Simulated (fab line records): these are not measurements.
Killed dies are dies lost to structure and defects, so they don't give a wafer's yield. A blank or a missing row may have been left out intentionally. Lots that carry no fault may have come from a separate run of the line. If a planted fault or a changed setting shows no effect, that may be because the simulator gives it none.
Which of the tools did it? || flow gf180mcu || route of 602 steps, sampled at 1 step: 12 lots, 36 wafers

== WHAT THE GAUGES READ, wafer by wafer ==
GF_M5_CD_MEAS_07 targets a cd of 280 nm.
{"lot": "L380", "measured": "day 26 08:53", "on": "cd sem-01", "cd nm (nm)": "279.5 279.9 279.3"}
{"lot": "L381", "measured": "day 26 10:23", "on": "cd sem-01", "cd nm (nm)": "279.6 279.9 280.4"}
{"lot": "L384", "measured": "day 27 19:28", "on": "cd sem-02", "cd nm (nm)": "280.4 281.1 281.6"}
{"lot": "L386", "measured": "day 28 07:45", "on": "cd sem-02", "cd nm (nm)": "280.2 280.7 281.0"}
{"lot": "L387", "measured": "day 28 10:41", "on": "cd sem-02", "cd nm (nm)": "279.2 278.1 278.3"}
{"lot": "L388", "measured": "day 28 17:19", "on": "cd sem-01", "cd nm (nm)": "281.2 280.9 281.0"}
{"lot": "L389", "measured": "day 29 08:15", "on": "cd sem-01", "cd nm (nm)": "280.6 281.5 281.0"}
{"lot": "L390", "measured": "day 29 14:56", "on": "cd sem-02", "cd nm (nm)": "279.2 280.4 280.5"}
{"lot": "L391", "measured": "day 29 21:26", "on": "cd sem-01", "cd nm (nm)": "280.0 280.0 280.1"}
{"lot": "L394", "measured": "day 30 14:10", "on": "cd sem-02", "cd nm (nm)": "282.3 282.6 282.1"}
{"lot": "L400", "measured": "day 32 08:39", "on": "cd sem-02", "cd nm (nm)": "280.9 281.6 281.0"}
{"lot": "L401", "measured": "day 32 09:19", "on": "cd sem-01", "cd nm (nm)": "279.3 279.0 278.8"}

== EACH LOT AND THE TOOL THAT RAN IT (in order: tool; ch and the chambers of the sampled wafers; start) ==
There is no process step in the record ahead of these readings.

== WHAT THE TOOLS THEMSELVES READ (means of the sampled wafers that have a number; where no wafer has one, the mark that the record gives instead) ==
The record holds no such reading with a usual standard deviation.

== THE ANSWER, worked out from the rows above alone ==
Rule: what is usual is taken from the lots themselves. The widest of any qualifying gaps counts: lots, ordered by their means at a reading, are off when they make up no more than a third of the lots, leave a main group of 4 or more, and stand apart from it by 3 or more times the standard deviation of that group's means. A main group whose means are all the same, to the digits that the tables above print for the reading, isn't used. Also off: a lot with no number at a reading for which 4 or more lots have one. Where the step has rows for the other lots, those lots are counted as sound. After the gauges, taken in route order, come the tools' own readings; for these a lot's mean is taken, as printed above. The first step at which some lot is off is used, and at that step the reading that is off furthest; a lot without a number counts as furthest.
None of the lots is off at any reading shown; this tells nothing.

== WHAT THE SIMULATOR PUT IN ==
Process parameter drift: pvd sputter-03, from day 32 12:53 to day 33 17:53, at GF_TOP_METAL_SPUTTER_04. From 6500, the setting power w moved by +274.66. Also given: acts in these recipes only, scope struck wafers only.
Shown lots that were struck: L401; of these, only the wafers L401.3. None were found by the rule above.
